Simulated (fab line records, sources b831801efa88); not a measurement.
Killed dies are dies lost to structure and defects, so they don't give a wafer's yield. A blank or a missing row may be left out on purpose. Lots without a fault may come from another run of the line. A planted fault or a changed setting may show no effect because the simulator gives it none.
A struck lot beside a sound one | flow sky130 | 31 steps out of a route of 708
Sound: wafers L333.2, L333.3, L333.4. Struck: wafer L340.4. (L340.6 of the same lot was not struck and is left out.) The cause comes at the end.
At each step with rows: each side's tool, then ch and its chambers, then its first start. Under that, the readings that differ: sound wafers | struck wafers | difference of the means | sigmas: that difference in standard deviations of wafers without a fault.
alike: readings whose means differ by less than 2 such deviations, and words and numbers that are the same on both sides. not compared: withheld readings, readings that some wafer has no value for, bounds like >300 that may hide the same value, and numbers for which the record gives no deviation and whose values overlap.
The two part at a step that has a row with sigmas, a row that says differs or no value, or rows on one side only. Numbers that don't overlap but have no deviation are shown without sigmas and don't part them. A reading that every wafer of one side lacks parts them only if that side has two wafers or more.

first, 5 steps without rows for these wafers: SKY_CONTACT_ETCH_18 (etches Si3N4 in CHF3/O2, stops on TiN, time 39 s, target depth 75 nm); SKY_CONTACT_STRIP_19 (strips in O2/N2); SKY_CONTACT_STRIP_20 (strips in post etch residue remover, time 1200 s); SKY_CONTACT_CLEAN_21 (cleans in IPA, time 180 s); SKY_CONTACT_CLEAN_22 (cleans in O3/DIW).
SKY_CONTACT_SPUTTER_23: material TiN, target thk 20 nm, time 80 s.
  sound on pvd_sputter-04, day 31 10:38; struck on pvd_sputter-01, day 36 16:08
  alike: chamber_pressure_pa, throttle_valve_pct
then, 1 step without rows for these wafers: SKY_CONTACT_CVD_24 (deposits W, target thk 340 nm, time 102.12 s).
SKY_CONTACT_RS_MEAS_25: measures by four-point-probe.
  sound on film_metro-03, day 31 10:50; struck on film_metro-02, day 36 16:22
  alike: CONTACT_W_RS
SKY_CONTACT_THK_MEAS_26: measures by xrf.
  sound on film_metro-03, day 31 10:56; struck on film_metro-02, day 36 16:28
  alike: CONTACT_W_THK
SKY_CONTACT_CMP_27: polishes, stops on SiO2, t overpolish 15 s, target thk 0 nm.
  sound on cmp-01 ch 1,2,3, day 31 10:59; struck on cmp-02 ch 2, day 36 16:29
  reading              | sound                | struck | difference | sigmas
  overpolish_run_s (s) | 15.006 15.011 15.004 | 14.983 | -0.024     | -3
  alike: motor_current_A, time_to_endpoint_s
then, 2 steps without rows for these wafers: SKY_METAL1_SPUTTER_00 (material Ti, target thk 15 nm, time 10 s); SKY_METAL1_SPUTTER_01 (material TiN, target thk 20 nm, time 16.7 s).
SKY_METAL1_SPUTTER_02: material AlCu, target thk 250 nm, time 13.3 s.
  sound on pvd_sputter-02, day 31 11:20; struck on pvd_sputter-04, day 36 16:50
  reading                                     | sound             | struck | difference | sigmas
  model.AlCu_of_METAL1_SPUTTER_02.thk_nm (nm) | 246.5 247.5 250.2 | 391    | +143       |
  alike: chamber_pressure_pa, throttle_valve_pct
then, 1 step without rows for these wafers: SKY_METAL1_SPUTTER_03 (material Ti, target thk 5 nm, time 3.3 s).
SKY_METAL1_SPUTTER_04: material TiN, target thk 70 nm, time 58.3 s.
  sound on pvd_sputter-02, day 31 11:23; struck on pvd_sputter-04, day 36 16:53
  alike: chamber_pressure_pa, throttle_valve_pct
SKY_METAL1_RS_MEAS_05: measures by four-point-probe.
  sound on film_metro-03, day 31 11:27; struck on film_metro-04, day 36 16:59
  reading                 | sound                | struck | difference | sigmas
  METAL1_ALCU_RS (ohm/sq) | 0.1286 0.1282 0.1265 | 0.0803 | -0.0475    | -26
SKY_METAL1_THK_MEAS_06: measures by xrf.
  sound on film_metro-03, day 31 11:34; struck on film_metro-04, day 36 17:05
  reading              | sound       | struck | difference | sigmas
  METAL1_ALCU_THK (nm) | 240 243 245 | 384    | +141       | +36
then, 8 steps without rows for these wafers: SKY_METAL1_DEHYDRATE_07 (time 60 s); SKY_METAL1_HMDS_08 (prime time 60 s); SKY_METAL1_COAT_09 (resist thk 60 nm); SKY_METAL1_COAT_10 (resist thk 450 nm); SKY_METAL1_SOFTBAKE_11 (time 90 s); SKY_METAL1_EXPOSE_12 (exposes mask MM1, target cd 140 nm); SKY_METAL1_PEB_13; SKY_METAL1_DEVELOP_14 (develop time 60 s).
SKY_METAL1_CD_MEAS_15: target cd 140 nm.
  sound on cd_sem-02, day 32 14:58; struck on cd_sem-02, day 37 19:27
  alike: cd_nm
SKY_METAL1_OVL_MEAS_16:
  sound on overlay-01, day 32 15:04; struck on overlay-02, day 37 19:32
  reading         | sound    | struck | difference | sigmas
  METAL1_OVL (nm) | 18 11 12 | -2     | -16        | -2
SKY_METAL1_DESCUM_17: chemistry O2, time 8 s.
  sound on rie_metal-04 ch 0,1, day 32 15:06; struck on rie_metal-04 ch 0, day 37 19:35
  alike: drypump_motor_current_A, oes_product_au
  not compared: rf_hours_counter_h
SKY_METAL1_ETCH_18: etches BARC in N2/H2, stops on SiO2, time 45.9 s, target depth 60 nm.
  sound on rie_metal-04 ch 0,1, day 32 15:08; struck on rie_metal-04 ch 0, day 37 19:40
  alike: drypump_motor_current_A, oes_product_au, throttle_valve_pct
  not compared: rf_hours_counter_h
SKY_METAL1_METAL_ETCH_19: etches the open film in Cl2/BCl3, stops on SiO2, target depth 360 nm, time 78 s.
  sound on rie_metal-04 ch 0,1, day 32 15:11; struck on rie_metal-04 ch 0, day 37 19:50
  reading               | sound             | struck | difference | sigmas
  oes_product_au (a.u.) | 0.851 0.848 0.857 | 0.997  | +0.145     | +23
  alike: drypump_motor_current_A, throttle_valve_pct
  not compared: rf_hours_counter_h
then, 1 step without rows for these wafers: SKY_METAL1_STRIP_20 (strips in O2/N2).

WHERE THEY PART
First at SKY_CONTACT_CMP_27; last, within this record, at SKY_METAL1_METAL_ETCH_19.

WHY: what the simulator had put in
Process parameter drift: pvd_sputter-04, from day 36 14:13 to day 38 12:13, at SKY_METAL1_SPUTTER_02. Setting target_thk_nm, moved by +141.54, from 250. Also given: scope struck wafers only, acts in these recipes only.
